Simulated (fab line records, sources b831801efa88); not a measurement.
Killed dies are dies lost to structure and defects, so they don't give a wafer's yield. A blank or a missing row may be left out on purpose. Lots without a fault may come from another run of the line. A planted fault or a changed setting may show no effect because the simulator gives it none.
One fault seen from 2 desks | flow sky130 | each desk has only its own numbers; what lay behind them comes last

THE METROLOGY DESK
What the gauges read, lot by lot, whatever tool the lot ran on: means of the sampled wafers that have a number. A lot is out of limits, marked OUT, if its mean lies more than 4 standard deviations from the usual mean; the brackets give that distance.
Columns: A = VIA3_W_THK at SKY_VIA3_THK_MEAS_23, usual 392 nm; B = CAP2M_CVD_00_THK at SKY_CAP2M_THK_MEAS_01, usual 15.43 nm
lot  | first seen here | A   | B
L598 | day 39 19:22    | 385 | 15.53
L599 | day 40 03:19    | 391 | 15.33
L601 | day 40 11:11    | 388 | 15.46
L602 | day 40 23:24    | 383 | 15.26
L603 | day 41 01:09    | 393 | 15.55
L604 | day 41 10:50    | 392 | 15.48
L605 | day 41 21:42    | 395 | 15.45
L607 | day 42 10:05    | 393 | 15.69
L609 | day 43 02:42    | 401 | 15.31
L610 | day 43 06:05    | 406 | 15.57
L611 | day 43 11:29    | 390 | 15.85
L619 | day 45 20:46    | 391 | 15.37
L620 | day 45 23:08    | 396 | 15.41
This desk's finding: nothing out of limits on any of the 13 lots.

THE TOOL OWNER'S DESK: lpcvd-03
The tool's own readings at SKY_SONOS_ONO_CVD_04 (deposits SiO2 from SiH4/N2O, target thk 5.7199 nm): means of the sampled wafers that have a number, for each lot that ran on this tool. A lot is out of limits, marked OUT, if its mean lies more than 4 standard deviations from the usual mean; the brackets give that distance.
Columns: A = spike_tc_centre_C at SKY_SONOS_ONO_CVD_04, usual 900.3 C; B = susceptor_temp_C at SKY_SONOS_ONO_CVD_04, usual 900.0 C
lot  | first seen here | A     | B
L598 | day 11 16:49    | 899.9 | 899.9
L599 | day 11 21:36    | 900.4 | 900.5
L601 | day 12 08:54    | 900.5 | 900.0
L602 | day 12 20:35    | 900.7 | 899.7
L603 | day 13 05:24    | 900.1 | 899.9
L604 | day 13 10:15    | 899.4 | 900.2
L605 | day 13 20:32    | 900.4 | 900.0
L607 | day 14 09:51    | 900.8 | 900.1
L609 | day 15 01:40    | 899.6 | 899.5
L610 | day 15 11:37    | 901.1 | 899.9
L611 | day 15 17:01    | 900.7 | 899.7
L619 | day 18 16:28    | 900.8 | 899.9
L620 | day 19 03:14    | 900.0 | 900.3
This desk's finding: nothing out of limits on any of the 13 lots.

PUT TOGETHER
The metrology desk saw nothing out of limits.
The tool owner's desk saw nothing out of limits.

WHAT THE SIMULATOR HAD PUT IN
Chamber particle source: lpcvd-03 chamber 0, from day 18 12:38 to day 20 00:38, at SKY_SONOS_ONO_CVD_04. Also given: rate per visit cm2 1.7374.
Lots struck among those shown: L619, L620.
